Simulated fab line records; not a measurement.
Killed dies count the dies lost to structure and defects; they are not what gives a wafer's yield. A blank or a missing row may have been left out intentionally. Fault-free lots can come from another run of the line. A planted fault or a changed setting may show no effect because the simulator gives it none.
Which tool is to blame?    flow gf180mcu    21 wafers sampled from 7 lots at 1 step of a route of 602

== WHAT THE GAUGES READ, wafer by wafer ==
GF_V4_OVL_MEAS_15.
lot   measured      on          V4_OVL (nm)
L598  day 24 15:32  overlay-02  10 -2 3
L602  day 26 05:01  overlay-01  16 6 12
L604  day 26 20:56  overlay-02  0 -7 -10
L606  day 27 18:57  overlay-02  6 7 0
L608  day 28 11:31  overlay-01  -2 7 2
L611  day 29 05:01  overlay-02  -5 0 -11
L616  day 30 14:22  overlay-01  -7 -4 0

== WHAT TOOL EACH LOT RAN ON (gives the tool, then ch and the chambers of the sampled wafers, and finally the start) ==
The record holds no process step before these readings.

== THE ANSWER, worked out from the rows above alone ==
Rule: what is usual is taken from the lots themselves. Put in order of their means at a reading, lots are off if they are a third of the lots or fewer, leave a main group of 4 or more, and stand apart from it by a gap of 3 or more times the standard deviation of the main group's means; of several such gaps the widest counts. A main group is skipped when, at the precision printed for the reading in the tables above, its means are all equal. A lot without any number at a reading at which 4 lots or more have one is off too. Where the step has rows for the other lots, those lots are counted as sound.
None of the lots is off at any reading shown; this tells nothing.

== WHAT THE SIMULATOR HAD INSERTED ==
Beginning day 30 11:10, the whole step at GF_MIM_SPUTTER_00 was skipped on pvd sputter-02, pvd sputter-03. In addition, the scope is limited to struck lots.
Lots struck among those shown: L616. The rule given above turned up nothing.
